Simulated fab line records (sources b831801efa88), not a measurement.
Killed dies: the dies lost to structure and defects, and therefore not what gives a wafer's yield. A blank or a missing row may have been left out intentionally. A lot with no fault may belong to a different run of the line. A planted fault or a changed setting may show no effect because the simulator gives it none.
What tool caused it?    flow gf180mcu    13 lots, 39 wafers sampled, at 3 steps of a route of 602

== WHAT EACH GAUGE READ, for each wafer ==
GF_VT_IMPLANT_OVL_MEAS_40.
lot   measured      on          VT_IMPLANT_03_OVL (nm)
L802  day 7 12:08   overlay-02  1.3 -0.6 0.8
L803  day 7 18:57   overlay-02  1.3 0.0 -0.3
L804  day 8 00:22   overlay-02  0.5 0.6 -0.2
L805  day 8 10:26   overlay-01  1.8 1.7 1.0
L806  day 8 13:47   overlay-02  1.1 1.9 1.1
L807  day 8 21:27   overlay-01  1.4 3.4 3.0
L808  day 9 04:16   overlay-02  0.7 -0.1 2.2
L810  day 9 16:27   overlay-02  -0.1 -1.4 0.1
L811  day 10 04:52  overlay-01  0.4 1.5 1.6
L813  day 10 14:55  overlay-01  115.7 116.8 116.2
L815  day 11 03:56  overlay-01  -0.8 0.6 0.6
L818  day 11 23:34  overlay-02  113.6 114.4 113.8
L821  day 12 20:01  overlay-02  0.0 -0.2 -2.1

GF_PSD_OVL_MEAS_08.
lot   measured      on          PSD_OVL (nm)
L802  day 14 09:03  overlay-02  2.4 2.0 -0.1
L803  day 14 18:08  overlay-01  -1.2 -0.4 -0.6
L804  day 14 20:05  overlay-02  -0.9 -0.4 -0.3
L805  day 15 11:13  overlay-01  0.0 -0.6 -1.3
L806  day 15 11:20  overlay-02  -2.4 -0.7 -0.3
L807  day 16 00:59  overlay-02  -0.7 3.6 1.4
L808  day 16 11:31  overlay-01  -0.6 0.8 1.6
L810  day 17 02:38  overlay-01  -0.1 -1.5 -0.2
L811  day 17 10:59  overlay-02  1.2 0.2 0.9
L813  day 18 00:34  overlay-01  2.0 3.7 1.6
L815  day 18 22:22  overlay-01  1.0 1.0 1.2
L818  day 19 16:37  overlay-02  -0.6 -1.1 -0.2
L821  day 21 01:17  overlay-01  2.2 3.8 2.0

== WHICH TOOL RAN EACH LOT (tool, then ch and the chambers of the sampled wafers, then the start) ==
lot   GF_VT_IMPLANT_EXPOSE_37
L802  ilineStepper-02 ch 0, day 7 04:14
L803  ilineStepper-01 ch 0, day 7 11:19
L804  ilineStepper-02 ch 0, day 7 16:07
L805  ilineStepper-02 ch 0, day 8 02:19
L806  ilineStepper-01 ch 0, day 8 06:07
L807  ilineStepper-01 ch 0, day 8 13:17
L808  ilineStepper-02 ch 0, day 8 20:35
L810  ilineStepper-01 ch 0, day 9 08:16
L811  ilineStepper-01 ch 0, day 9 20:25
L813  ilineStepper-02 ch 0, day 10 07:05
L815  ilineStepper-01 ch 0, day 10 19:11
L818  ilineStepper-02 ch 0, day 11 14:04
L821  ilineStepper-01 ch 0, day 12 10:07
- GF_VT_IMPLANT_EXPOSE_37: exposes mask Nwell HV AREA, target cd 860 nm.

== WHAT THE TOOLS THEMSELVES READ (means of the sampled wafers that have a number; where no wafer has one, the mark that the record gives instead) ==
GF_VT_IMPLANT_EXPOSE_37.
lot   tool             stageVelMmS (mm/s)
L802  ilineStepper-02  499.73
L803  ilineStepper-01  500.15
L804  ilineStepper-02  500.02
L805  ilineStepper-02  500.29
L806  ilineStepper-01  500.03
L807  ilineStepper-01  499.98
L808  ilineStepper-02  499.95
L810  ilineStepper-01  500.18
L811  ilineStepper-01  500.27
L813  ilineStepper-02  499.91
L815  ilineStepper-01  500.10
L818  ilineStepper-02  499.96
L821  ilineStepper-01  499.95

== THE ANSWER, worked out from the rows above alone ==
Rule: usual is defined by the lots themselves. Put in order of their means at a reading, lots are off if they are a third of the lots or fewer, leave a main group of 4 or more, and stand apart from it by a gap of 3 or more times the standard deviation of the main group's means; of several such gaps the widest counts. The tables above print the reading to a certain number of digits; a main group whose means all agree to those digits is not used. A lot without any number at a reading at which 4 lots or more have one is off too. The other lots that the step has rows for count as sound. First the gauges in route order, then the tools' own readings, where a lot's mean is used as printed above. At the first step where some lot is off, the reading lying furthest off is the one used; lots without a number count as furthest.
Off: at GF_VT_IMPLANT_OVL_MEAS_40 (VT_IMPLANT_03_OVL), L813, L818. For the main group the mean is 0.7 nm and the standard deviation 0.91.
A tool fits if, at a process step before that reading, it ran every lot that is off, and no sound lot after the first of them. Gauges at GF_VT_IMPLANT_OVL_MEAS_40: tried the same way as those tools. One fits: ilineStepper-02 at GF_VT_IMPLANT_EXPOSE_37. A fault onset in the window from L808 (day 8 20:35, its last sound lot) to L813 (day 10 07:05, its first lot off) fits.

== WHAT HAD BEEN PUT IN BY THE SIMULATOR ==
Scanner matching overlay: ilineStepper-02, from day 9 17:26 on, at GF_VT_IMPLANT_EXPOSE_37. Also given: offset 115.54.
Lots struck among those shown: L813, L818. The rule above found the same.
